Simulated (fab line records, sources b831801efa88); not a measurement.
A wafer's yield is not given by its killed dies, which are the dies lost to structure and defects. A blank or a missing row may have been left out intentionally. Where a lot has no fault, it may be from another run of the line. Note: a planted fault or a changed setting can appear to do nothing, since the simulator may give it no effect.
Which tool is to blame?    flow gf180mcu    13 lots, 39 wafers sampled, at 2 steps of a route of 602

## WHAT THE GAUGES READ, wafer by wafer
GF_V5_THK_MEAS_01.
lot   measured      on             V5_CVD_00_THK (nm)
L986  day 26 10:52  film_metro-03  303 302 299
L988  day 27 03:53  film_metro-02  300 302 300
L989  day 27 13:21  film_metro-01  302 300 300
L992  day 28 12:37  film_metro-02  305 304 297
L996  day 29 15:59  film_metro-03  301 297 294
L998  day 29 21:38  film_metro-02  304 303 307
L997  day 29 23:04  film_metro-01  305 304 303
L103  day 31 09:55  film_metro-03  301 302 304
L104  day 31 17:22  film_metro-03  299 301 300
L106  day 32 03:19  film_metro-03  302 305 297
L107  day 32 09:25  film_metro-02  300 299 299
L108  day 32 17:42  film_metro-02  298 305 299
L109  day 32 19:07  film_metro-01  295 303 299

## WHICH TOOL RAN EACH LOT (tool, then ch and the chambers of the sampled wafers, then the start)
lot   GF_V4_CVD_23
L986  cvd_w-02 ch 0,1, day 24 14:00
L988  cvd_w-01 ch 0,1, day 25 08:01
L989  cvd_w-02 ch 0,1, day 25 16:47
L992  cvd_w-02 ch 0,1, day 26 19:16
L996  cvd_w-01 ch 0,1, day 28 00:10
L998  cvd_w-02 ch 0,1, day 28 05:41
L997  cvd_w-01 ch 0,1, day 28 06:14
L103  cvd_w-02 ch 0,1, day 29 19:38
L104  cvd_w-02 ch 0,1, day 30 03:29
L106  cvd_w-02 ch 0,1, day 30 14:00
L107  cvd_w-02 ch 0,1, day 30 20:20
L108  cvd_w-02 ch 0,1, day 31 06:09
L109  cvd_w-01 ch 0,1, day 31 07:34
- GF_V4_CVD_23: deposits W, target thk 350 nm, time 104.9 s.

## AS READ BY THE TOOLS THEMSELVES (means over the sampled wafers that have a number; for cases with no such wafer, the mark the record gives instead)
GF_V4_CVD_23.
lot   tool      heater_power_w (W)
L986  cvd_w-02  819
L988  cvd_w-01  875
L989  cvd_w-02  848
L992  cvd_w-02  878
L996  cvd_w-01  932
L998  cvd_w-02  840
L997  cvd_w-01  915
L103  cvd_w-02  878
L104  cvd_w-02  868
L106  cvd_w-02  851
L107  cvd_w-02  836
L108  cvd_w-02  887
L109  cvd_w-01  886

## THE ANSWER, worked out from the rows above alone
Rule: the lots themselves supply what counts as usual. The widest of any qualifying gaps counts: lots, ordered by their means at a reading, are off when they make up no more than a third of the lots, leave a main group of 4 or more, and stand apart from it by 3 or more times the standard deviation of that group's means. The tables above print the reading to a certain number of digits; a main group whose means all agree to those digits is not used. Also off: a lot with no number at a reading for which 4 or more lots have one. The other lots that the step has rows for count as sound. Order of review: gauges by route order, followed by the tools' own readings, for which a lot's mean as printed above is used. The first step at which some lot is off is used, and at that step the reading that is off furthest; a lot without a number counts as furthest.
Nothing can be told from this: no lot is off at any reading shown.

## WHAT THE SIMULATOR HAD INSERTED
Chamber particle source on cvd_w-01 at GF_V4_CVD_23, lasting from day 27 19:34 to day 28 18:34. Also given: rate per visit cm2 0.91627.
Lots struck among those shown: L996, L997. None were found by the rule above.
